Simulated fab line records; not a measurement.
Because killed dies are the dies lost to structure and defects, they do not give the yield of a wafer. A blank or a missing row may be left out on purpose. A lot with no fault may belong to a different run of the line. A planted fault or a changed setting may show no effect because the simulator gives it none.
fab line records	flow sfqLine	part 1 of 2: steps 1 to 24 of 35
[record] lots = 5	wafers = 15	lastDay = 89
route steps=325 shown I1@83 M2@88 I2@103 M3@118
lots with no fault: from the same line, run without faults
startH: hours from the record's first day to the start of the lot's first wafer shown	waitH: hours from the lot's prior step to this one	" the same as in the row above	L1.1+2: a single row standing in for several wafers	- no value, or no start was given	* or withheld: withheld	< > ~ a bound
route shown NAME@n: a module of which the file shows steps, and the number in the route of the first	usual: mean/standard deviation taken from wafers without a fault	same: alike in all rows	chamber/n: place in a boat	sites: readings site by site	_std_site: the values' standard deviation	_edge_site: inner sites' mean taken away from outer sites' mean	radiusMm: how far each site lies from the wafer's centre	mask NAME#n: copy n	behind: tool/chamber where the wafer was last shaped	hold: what put the lot on hold/how long, in hours/how the hold closed	device: the n, p or np transistor that did not switch	end of line: tests of these same wafers at the route's end	a step with no rows: only its recipe	killed: dies lost to structure and defects at the first sort, not the wafer's yield	map: the dies of a wafer, with x for killed, . for not killed, _ for no die there
set.NAME: setting as actually run; set.NAME@STEP: the setting as run at that earlier step	model.NAME: the simulator's own value behind a step, which no gauge read
a table for each step, a row for each wafer; lots at some steps of the route
services: a tool's chamber out of use, with start hour (startH, from the record's first day; less than 0 if before it), hours out, and reason
[[steps]]
[step SFQ_I1_OVL_MEAS_913]
[usual] I1_OVL = 0/5.4
lot.wafer	tool	chamber	startH	waitH	I1_OVL[nm]
L076.1	overlay-02	-	399.91	0.1	1
L076.2	"	-	"	"	4
L076.6	"	-	"	"	1
L078.2	overlay-01	-	420.31	0.1	10
L078.3	"	-	"	"	11
L078.5	"	-	"	"	6
L086.3	overlay-01	-	487.62	0.1	-2
L086.4	"	-	"	"	-3
L086.6	"	-	"	"	-2
L085.2	overlay-01	-	488.81	0.1	1
L085.4	"	-	"	"	3
L085.5	"	-	"	"	1
L089.2	overlay-01	-	512.81	0.1	-16
L089.5	"	-	"	"	-12
L089.6	"	-	"	"	-8
[step SFQ_TRILAYER_I1_VIA_BARC_OPEN_VIA_ETCH_071]
[recipe] maskMaterial = PR	chemistry = O2	targetDepthNm = 125	target = BARC	sourceW = 500	biasW = 80	pressureMtorr = 30	timeS = 41.7
[usual] drypumpMotorCurrentA = 5.5/0.46	oesProductAu = 0.686/0.004
lot.wafer	tool	chamber	startH	waitH	drypumpMotorCurrentA	oesProductAu	rfHoursCounterH
L076.1	rieDiel-03	3	399.94	0.0	4.9	0.684	0
L076.2	"	2	"	"	5.6	0.687	63
L076.6	"	1	"	"	5.6	0.688	-
L078.2	rieDiel-03	3	420.34	0.0	4.9	0.686	0
L078.3	"	0	"	"	4.8	0.687	3
L078.5	"	0	"	"	4.8	0.694	-
L086.3	rieDiel-01	1	487.64	0.0	4.9	0.687	25
L086.4	"	3	"	"	5.8	0.684	100
L086.6	"	1	"	"	4.9	0.686	-
L085.2	rieDiel-04	3	488.84	0.0	5.7	0.687	55
L085.4	"	3	"	"	5.7	0.680	-
L085.5	"	0	"	"	5.7	0.679	-
L089.2	rieDiel-01	1	512.84	0.0	4.9	0.685	26
L089.5	"	1	"	"	4.9	0.680	-
L089.6	"	2	"	"	5.7	0.687	-
[step SFQ_TRILAYER_I1_VIA_ETCH_VIA_ETCH_052]
[recipe] target = SiO2	stopOn = Nb	maskMaterial = PR	taperDeg = 20	chemistry = CHF3	targetDepthNm = 260	sourceW = 500	biasW = 80	pressureMtorr = 30	timeS = withheld
[usual] drypumpMotorCurrentA = 5.5/0.46	oesProductAu = 0.854/0.0049
lot.wafer	tool	chamber	startH	waitH	drypumpMotorCurrentA	oesProductAu
L076.1	rieDiel-03	3	399.98	0.0	4.9	0.848
L076.2	"	2	"	"	5.6	0.857
L076.6	"	1	"	"	5.6	0.862
L078.2	rieDiel-03	3	420.38	0.0	4.9	0.856
L078.3	"	0	"	"	4.8	0.856
L078.5	"	0	"	"	4.8	0.859
L086.3	rieDiel-01	1	487.68	0.0	4.9	0.858
L086.4	"	3	"	"	5.9	0.855
L086.6	"	1	"	"	4.9	0.851
L085.2	rieDiel-04	3	488.88	0.0	5.7	0.857
L085.4	"	3	"	"	5.7	0.850
L085.5	"	0	"	"	5.7	0.859
L089.2	rieDiel-01	1	512.88	0.0	4.9	0.857
L089.5	"	1	"	"	4.9	0.854
L089.6	"	2	"	"	5.8	0.854
[step SFQ_TRILAYER_I1_VIA_STRIP_STRIP_053]
[recipe] gas = O2	powerW = 200	platenTempC = 40	overashFraction = 0.65	chemistry = O2	pressureMtorr = 50
[usual] drypumpMotorCurrentA = 5.3/0.41	oesProductAu = 1.003/0.0084	platenTempC = 40.01/0.1
lot.wafer	tool	chamber	startH	waitH	drypumpMotorCurrentA	oesProductAu	platenTempC	rfHoursCounterH
L076.1	rieMetal-02	1	400.10	-	4.8	1.008	39.87	51
L076.2	"	0	"	"	5.8	1.009	40.12	109
L076.6	"	0	"	"	5.8	1.004	40.09	-
L078.2	rieMetal-01	1	420.50	-	5.0	1.022	39.89	60
L078.3	"	0	"	"	5.8	1.001	39.89	-
L078.5	"	0	"	"	5.8	1.010	39.83	-
L086.3	rieMetal-01	1	487.99	-	5.0	1.019	39.98	-
L086.4	"	0	"	"	5.8	0.998	39.95	-
L086.6	"	0	"	"	5.8	0.987	39.92	-
L085.2	rieMetal-02	0	488.99	-	5.8	1.016	40.04	120
L085.4	"	1	"	"	4.8	1.010	39.98	-
L085.5	"	0	"	"	5.8	1.005	40.02	-
L089.2	rieMetal-03	0	513.19	-	5.6	1.014	40.03	-
L089.5	"	0	"	"	5.6	1.013	40.08	-
L089.6	"	0	"	"	5.6	1.005	40.08	-
[step SFQ_TRILAYER_I1_VIA_STRIP_SOLV_CLEAN_054]
[recipe] chemistry = NMP	tempC = 70	timeS = 600
lot.wafer	tool	chamber	startH	waitH
L076.1+2+6	wetBench-03	7,2,3	400.70	0.4
L078.2+3+5	wetBench-03	1,4,3	421.10	0.4
L086.3+4+6	wetBench-03	0,3,6	488.39	0.2
L085.2+4+5	wetBench-04	7,4,3	489.59	0.4
L089.2+5+6	wetBench-03	3,4,2	514.19	0.8
[step SFQ_TRILAYER_M2_DEP_PRE_CLEAN_056]
[recipe] gas = Ar	timeS = 22.5	biasV = 250
lot.wafer	tool	chamber	startH	waitH
L076.1+2+6	pvdSputter-03	-	400.89	0.0
L078.2+3+5	pvdSputter-05	-	421.29	0.0
L086.3+4+6	pvdSputter-04	-	488.58	0.0
L085.2+4+5	pvdSputter-03	-	489.80	0.0
L089.2+5+6	pvdSputter-05	-	514.38	0.0
[step SFQ_TRILAYER_M2_DEP_SPUTTER_055]
[recipe] material = Nb	basePressurePa = 1.33e-06	chamberPressurePa = 0.1333	substrateTempC = 20	resputterCathodeVoltageV = 400	targetThkNm = 200	powerW = 2000	timeS = 133.3
[usual] throttleValvePct = 29.5/1.3
lot.wafer	tool	chamber	startH	waitH	throttleValvePct
L076.1	pvdSputter-03	-	400.92	0.0	29.1
L076.2	"	-	"	"	29.9
L076.6	"	-	"	"	29.9
L078.2	pvdSputter-05	-	421.32	0.0	27.5
L078.3	"	-	"	"	30.0
L078.5	"	-	"	"	32.7
L086.3	pvdSputter-04	-	488.61	0.0	30.0
L086.4	"	-	"	"	28.7
L086.6	"	-	"	"	28.8
L085.2	pvdSputter-03	-	489.83	0.0	29.8
L085.4	"	-	"	"	29.9
L085.5	"	-	"	"	29.3
L089.2	pvdSputter-05	-	514.41	0.0	30.1
L089.5	"	-	"	"	32.7
L089.6	"	-	"	"	30.1
[step SFQ_M2_RS_MEAS_914]
[recipe] thkMeasGauge = four-point-probe	reads = Nb_of_TRILAYER_M2_DEP_SPUTTER_055
[usual] M2_NB_RS = 0.889/0.0095
lot.wafer	tool	chamber	startH	waitH	M2_NB_RS[ohm/sq]
L076.1	filmMetro-03	-	401.01	0.0	0.884
L076.2	"	-	"	"	0.886
L076.6	"	-	"	"	0.887
L078.2	filmMetro-01	-	421.43	0.1	0.899
L078.3	"	-	"	"	0.893
L078.5	"	-	"	"	0.887
L086.3	filmMetro-03	-	488.74	0.1	0.901
L086.4	"	-	"	"	0.903
L086.6	"	-	"	"	0.903
L085.2	filmMetro-04	-	489.94	0.1	0.904
L085.4	"	-	"	"	0.891
L085.5	"	-	"	"	0.890
L089.2	filmMetro-01	-	514.52	0.1	0.881
L089.5	"	-	"	"	0.876
L089.6	"	-	"	"	0.882
[step SFQ_TRILAYER_M2_LITHO_COAT_062]
[recipe] resist = BARC	spinRpm = 3000	resistThkNm = 62
[usual] chillPlateTempC = 23.03/0.11
lot.wafer	tool	chamber	startH	waitH	chillPlateTempC
L076.1	lithoTrack-02	0	401.19	0.1	23.15
L076.2	"	0	"	"	23.26
L076.6	"	0	"	"	23.12
L078.2	lithoTrack-02	0	421.64	0.1	23.13
L078.3	"	0	"	"	22.88
L078.5	"	0	"	"	23.06
L086.3	lithoTrack-04	0	488.98	0.1	23.00
L086.4	"	0	"	"	23.09
L086.6	"	0	"	"	23.06
L085.2	lithoTrack-02	0	490.15	0.1	23.07
L085.4	"	0	"	"	23.06
L085.5	"	0	"	"	23.06
L089.2	lithoTrack-02	0	514.73	0.1	23.10
L089.5	"	0	"	"	22.96
L089.6	"	0	"	"	23.05
[step SFQ_TRILAYER_M2_LITHO_COAT_057]
[recipe] resist = KrF	spinRpm = 3000	resistThkNm = 600
[usual] chillPlateTempC = 23.00/0.11
lot.wafer	tool	chamber	startH	waitH	chillPlateTempC
L076.1	lithoTrack-02	0	401.49	0.2	23.15
L076.2	"	0	"	"	23.14
L076.6	"	0	"	"	23.25
L078.2	lithoTrack-02	0	421.94	0.2	22.75
L078.3	"	0	"	"	22.84
L078.5	"	0	"	"	22.91
L086.3	lithoTrack-04	0	489.28	0.2	22.94
L086.4	"	0	"	"	23.06
L086.6	"	0	"	"	23.03
L085.2	lithoTrack-02	0	490.45	0.2	23.08
L085.4	"	0	"	"	23.02
L085.5	"	0	"	"	23.05
L089.2	lithoTrack-02	0	515.03	0.2	22.97
L089.5	"	0	"	"	22.93
L089.6	"	0	"	"	22.92
[step SFQ_TRILAYER_M2_LITHO_SOFTBAKE_061]
[recipe] tempC = withheld	timeS = withheld	resist = KrF
[usual] chillPlateTempC = *
lot.wafer	tool	chamber	startH	waitH	chillPlateTempC
L076.1	lithoTrack-02	0	401.79	0.2	*
L076.2	"	0	"	"	*
L076.6	"	0	"	"	*
L078.2	lithoTrack-02	0	422.21	0.2	*
L078.3	"	0	"	"	*
L078.5	"	0	"	"	*
L086.3	lithoTrack-04	0	489.53	0.2	*
L086.4	"	0	"	"	*
L086.6	"	0	"	"	*
L085.2	lithoTrack-02	0	490.73	0.2	*
L085.4	"	0	"	"	*
L085.5	"	0	"	"	*
L089.2	lithoTrack-02	0	515.31	0.2	*
L089.5	"	0	"	"	*
L089.6	"	0	"	"	*
[step SFQ_TRILAYER_M2_LITHO_EXPOSE_058]
[recipe] maskId = M2	na = 0.6	sourceShape = conventional	sigmaOuter = 0.65	targetCdNm = 500	doseMj = 14.4
[same] sigmaOuter = 0.65
lot.wafer	tool	chamber	startH	waitH	mask
L076.1+2+6	krfScanner-01	0	557.78	-	M2#0
L078.2+3+5	krfScanner-01	0	579.58	-	M2#0
L086.3+4+6	krfScanner-02	0	651.70	-	M2#0
L085.2+4+5	krfScanner-02	0	655.10	-	M2#0
L089.2+5+6	krfScanner-02	0	681.50	-	M2#0
[step SFQ_TRILAYER_M2_LITHO_PEB_060]
[recipe] pebTempC = 115	pebTimeS = 60	resist = KrF
[usual] chillPlateTempC = 23.00/0.11
lot.wafer	tool	chamber	startH	waitH	chillPlateTempC
L076.1	lithoTrack-04	0	558.98	1.0	23.15
L076.2	"	0	"	"	23.11
L076.6	"	0	"	"	22.96
L078.2	lithoTrack-02	0	580.61	0.8	23.10
L078.3	"	0	"	"	23.14
L078.5	"	0	"	"	23.19
L086.3	lithoTrack-03	0	652.55	0.7	23.03
L086.4	"	0	"	"	23.05
L086.6	"	0	"	"	22.93
L085.2	lithoTrack-02	0	656.12	0.8	23.17
L085.4	"	0	"	"	23.03
L085.5	"	0	"	"	23.02
L089.2	lithoTrack-04	0	682.52	0.8	22.94
L089.5	"	0	"	"	23.04
L089.6	"	0	"	"	23.08
[step SFQ_TRILAYER_M2_LITHO_DEVELOP_059]
[recipe] timeS = 60	resist = KrF
[usual] chillPlateTempC = 23.00/0.1
lot.wafer	tool	chamber	startH	waitH	chillPlateTempC
L076.1	lithoTrack-04	0	559.13	0.1	23.04
L076.2	"	0	"	"	23.19
L076.6	"	0	"	"	23.16
L078.2	lithoTrack-02	0	580.76	0.1	22.99
L078.3	"	0	"	"	22.96
L078.5	"	0	"	"	22.98
L086.3	lithoTrack-03	0	652.70	0.1	23.04
L086.4	"	0	"	"	22.89
L086.6	"	0	"	"	23.12
L085.2	lithoTrack-02	0	656.27	0.1	22.90
L085.4	"	0	"	"	22.88
L085.5	"	0	"	"	22.89
L089.2	lithoTrack-04	0	682.67	0.1	23.06
L089.5	"	0	"	"	23.05
L089.6	"	0	"	"	23.10
[step SFQ_M2_OVL_MEAS_916]
[usual] M2_OVL = -3/4.6
lot.wafer	tool	chamber	startH	waitH	M2_OVL[nm]
L076.1	overlay-01	-	559.28	0.1	-4
L076.2	"	-	"	"	-1
L076.6	"	-	"	"	-3
L078.2	overlay-01	-	580.89	0.1	-8
L078.3	"	-	"	"	-9
L078.5	"	-	"	"	-7
L086.3	overlay-02	-	652.81	0.1	0
L086.4	"	-	"	"	-2
L086.6	"	-	"	"	0
L085.2	overlay-01	-	656.40	0.1	-1
L085.4	"	-	"	"	-4
L085.5	"	-	"	"	-4
L089.2	overlay-01	-	682.80	0.1	0
L089.5	"	-	"	"	-4
L089.6	"	-	"	"	2
[step SFQ_TRILAYER_M2_BARC_OPEN_METAL_ETCH_077]
[recipe] maskMaterial = PR	chemistry = O2	targetDepthNm = 125	target = BARC	icpW = 600	biasW = 80	pressureMtorr = 10	timeS = 41.7
[usual] drypumpMotorCurrentA = 5.4/0.47	oesProductAu = 0.685/0.0043
lot.wafer	tool	chamber	startH	waitH	drypumpMotorCurrentA	oesProductAu	rfHoursCounterH
L076.1	rieMetal-03	0	559.32	0.0	5.6	0.685	1
L076.2	"	1	"	"	4.9	0.693	8
L076.6	"	1	"	"	4.9	0.684	-
L078.2	rieMetal-03	0	580.92	0.0	5.7	0.682	4
L078.3	"	1	"	"	5.0	0.683	-
L078.5	"	0	"	"	5.6	0.681	-
L086.3	rieMetal-03	0	652.85	0.0	5.6	0.686	-
L086.4	"	1	"	"	4.9	0.686	-
L086.6	"	1	"	"	4.9	0.679	-
L085.2	rieMetal-04	0	656.43	0.0	5.0	0.685	124
L085.4	"	1	"	"	6.2	0.685	-
L085.5	"	1	"	"	6.2	0.680	-
L089.2	rieMetal-03	1	682.83	0.0	4.9	0.684	25
L089.5	"	0	"	"	5.6	0.688	-
L089.6	"	1	"	"	4.9	0.684	-
[step SFQ_TRILAYER_M2_ETCH_METAL_ETCH_060]
[recipe] target = Nb	stopOn = SiO2	maskMaterial = PR	chemistry = Cl2/Ar	targetDepthNm = 240	icpW = 600	biasW = 80	pressureMtorr = 10	timeS = 120
[usual] drypumpMotorCurrentA = 5.4/0.47	oesProductAu = 0.895/0.0066
lot.wafer	tool	chamber	startH	waitH	drypumpMotorCurrentA	oesProductAu	rfHoursCounterH
L076.1	rieMetal-03	0	559.38	0.0	5.6	0.897	1
L076.2	"	1	"	"	4.9	0.898	8
L076.6	"	1	"	"	4.9	0.902	-
L078.2	rieMetal-03	0	580.98	0.0	5.6	0.885	4
L078.3	"	1	"	"	4.9	0.890	-
L078.5	"	0	"	"	5.7	0.887	-
L086.3	rieMetal-03	0	652.93	0.1	5.6	0.890	-
L086.4	"	1	"	"	4.9	0.890	-
L086.6	"	1	"	"	4.9	0.887	-
L085.2	rieMetal-04	0	656.49	0.0	5.1	0.885	125
L085.4	"	1	"	"	6.2	0.896	-
L085.5	"	1	"	"	6.2	0.887	-
L089.2	rieMetal-03	1	682.89	0.0	4.9	0.896	25
L089.5	"	0	"	"	5.7	0.903	-
L089.6	"	1	"	"	4.9	0.888	-
[step SFQ_TRILAYER_M2_STRIP_STRIP_061]
[recipe] gas = O2	powerW = 200	platenTempC = 40	overashFraction = 0.65	chemistry = O2	pressureMtorr = 50
[usual] drypumpMotorCurrentA = 5.4/0.46	oesProductAu = 1.001/0.0085	platenTempC = 40.02/0.12
lot.wafer	tool	chamber	startH	waitH	drypumpMotorCurrentA	oesProductAu	platenTempC	rfHoursCounterH
L076.1	rieMetal-03	0	559.50	0.1	5.7	1.003	39.96	1
L076.2	"	1	"	"	4.9	1.004	40.13	8
L076.6	"	1	"	"	4.9	1.002	40.01	-
L078.2	rieMetal-03	0	581.10	0.1	5.7	1.004	40.02	4
L078.3	"	1	"	"	4.9	0.997	40.08	-
L078.5	"	0	"	"	5.7	0.998	40.13	-
L086.3	rieMetal-03	0	653.22	0.2	5.6	1.012	40.03	-
L086.4	"	1	"	"	4.9	1.003	39.97	-
L086.6	"	1	"	"	4.9	1.010	39.88	-
L085.2	rieMetal-04	0	656.62	0.1	5.1	1.004	40.12	125
L085.4	"	1	"	"	6.2	0.983	40.06	-
L085.5	"	1	"	"	6.2	0.991	40.21	-
L089.2	rieMetal-03	1	683.02	0.1	4.9	1.004	40.33	25
L089.5	"	0	"	"	5.6	1.004	39.97	-
L089.6	"	1	"	"	4.9	0.997	40.35	-
[step SFQ_TRILAYER_M2_STRIP_SOLV_CLEAN_062]
[recipe] chemistry = NMP	tempC = 70	timeS = 600
lot.wafer	tool	chamber	startH	waitH
L076.1+2+6	wetBench-01	2,4,3	560.10	0.4
L078.2+3+5	wetBench-01	0,1,7	581.70	0.4
L086.3+4+6	wetBench-01	0,7,4	653.62	0.2
L085.2+4+5	wetBench-04	6,7,3	657.22	0.4
L089.2+5+6	wetBench-02	0,2,6	683.62	0.4
[step SFQ_TRILAYER_I2_DEP_PECVD_063]
[recipe] material = SiO2	tempC = 150	timeS = 111.11	pressureTorr = 2.4	rfW = 183.3	precursor = SiH4/N2O	targetThkNm = 500
[usual] heaterPowerW = 82/10	throttleValvePct = 24.6/1.2
lot.wafer	tool	chamber	startH	waitH	heaterPowerW	throttleValvePct
L076.1	pecvd-02	1	560.28	0.0	76	25.3
L076.2	"	2	"	"	92	24.8
L076.6	"	1	"	"	81	25.6
L078.2	pecvd-03	1	582.05	0.0	83	23.7
L078.3	"	0	"	"	80	23.3
L078.5	"	0	"	"	85	23.1
L086.3	pecvd-03	0	653.97	0.0	89	23.2
L086.4	"	1	"	"	84	23.8
L086.6	"	0	"	"	74	23.1
L085.2	pecvd-02	0	657.41	0.0	69	26.8
L085.4	"	2	"	"	99	25.0
L085.5	"	1	"	"	82	25.9
L089.2	pecvd-04	1	683.79	0.0	79	22.9
L089.5	"	1	"	"	80	22.7
L089.6	"	2	"	"	90	23.2
[step SFQ_TRILAYER_I2_CMP_CMP_064]
[recipe] material = SiO2	downForcePsi = 3	platenRpm = 60	padVelocityMS = 0.94248
[usual] motorCurrentA = 10.2/1.4	platenRpm = 60.00/0.032	retainingRingPressureFrac = 1.001/0.0051	timeToEndpointS = 215/7
lot.wafer	tool	chamber	startH	waitH	motorCurrentA	platenRpm	retainingRingPressureFrac	timeToEndpointS
L076.1	cmp-02	3	561.23	0.9	8.4	59.98	1.001	209
L076.2	"	2	562.73	2.4	11.8	59.97	1.003	220
L076.6	"	3	"	"	8.6	59.97	1.002	225
L078.2	cmp-02	0	582.63	0.5	10.8	60.05	0.992	214
L078.3	"	1	"	"	9.7	59.97	1.000	219
L078.5	"	3	584.13	2.0	8.6	60.01	0.999	228
L086.4	cmp-02	1	654.54	0.5	9.7	60.00	0.990	218
L086.3	"	3	655.54	1.5	9.1	59.98	0.989	214
L086.6	"	1	656.54	2.5	9.9	59.97	1.003	219
L085.2	cmp-01	1	657.99	0.5	8.3	60.03	0.998	211
L085.4	"	3	658.99	1.5	10.2	59.99	1.003	217
L085.5	"	0	"	"	12.7	59.94	0.998	211
L089.2	cmp-02	1	686.01	2.2	10.2	60.03	1.003	211
L089.6	"	2	"	"	12.0	59.97	1.000	218
L089.5	"	3	"	"	8.8	60.05	0.995	219
[step SFQ_I2_BOW_MEAS_917]
[recipe] mode = bow
[usual] I2_BOW = 4/6.9
lot.wafer	tool	chamber	startH	waitH	I2_BOW[um]
L076.1	filmMetro-02	-	564.23	2.5	0
L076.2	"	-	"	"	-9
L076.6	"	-	"	"	0
L078.2	filmMetro-02	-	585.15	2.0	-5
L078.3	"	-	"	"	-5
L078.5	"	-	"	"	5
L086.3	filmMetro-01	-	657.08	1.0	17
L086.4	"	-	"	"	10
L086.6	"	-	"	"	4
L085.2	filmMetro-02	-	660.51	2.0	12
L085.4	"	-	"	"	1
L085.5	"	-	"	"	14
L089.2	filmMetro-03	-	687.53	1.0	12
L089.5	"	-	"	"	1
L089.6	"	-	"	"	7
[step SFQ_TRILAYER_I2_METRO_MEASURE_065]
[usual] thkNm = 200.1/1.1
lot.wafer	tool	chamber	startH	waitH	thkNm
L076.1	filmMetro-02	-	564.35	0.1	199.8
L076.2	"	-	"	"	200.2
L076.6	"	-	"	"	200.4
L078.2	filmMetro-02	-	585.45	0.3	202.1
L078.3	"	-	"	"	201.2
L078.5	"	-	"	"	201.7
L086.3	filmMetro-01	-	657.56	0.5	200.3
L086.4	"	-	"	"	200.1
L086.6	"	-	"	"	200.5
L085.2	filmMetro-02	-	660.81	0.3	200.3
L085.4	"	-	"	"	197.7
L085.5	"	-	"	"	199.2
L089.2	filmMetro-03	-	687.83	0.3	200.6
L089.5	"	-	"	"	199.4
L089.6	"	-	"	"	201.1
[step SFQ_TRILAYER_I2_VIA_LITHO_COAT_072]
[recipe] resist = BARC	spinRpm = 3000	resistThkNm = 62
[usual] chillPlateTempC = 22.99/0.11
lot.wafer	tool	chamber	startH	waitH	chillPlateTempC
L076.1	lithoTrack-03	0	565.55	1.0	23.06
L076.2	"	0	"	"	22.91
L076.6	"	0	"	"	23.21
L078.2	lithoTrack-03	0	586.50	0.8	23.01
L078.3	"	0	"	"	22.96
L078.5	"	0	"	"	22.93
L086.3	lithoTrack-03	0	658.46	0.7	22.87
L086.4	"	0	"	"	23.01
L086.6	"	0	"	"	22.95
L085.2	lithoTrack-01	0	661.86	0.8	22.99
L085.4	"	0	"	"	22.96
L085.5	"	0	"	"	23.03
L089.2	lithoTrack-04	0	688.88	0.8	23.08
L089.5	"	0	"	"	23.15
L089.6	"	0	"	"	23.22
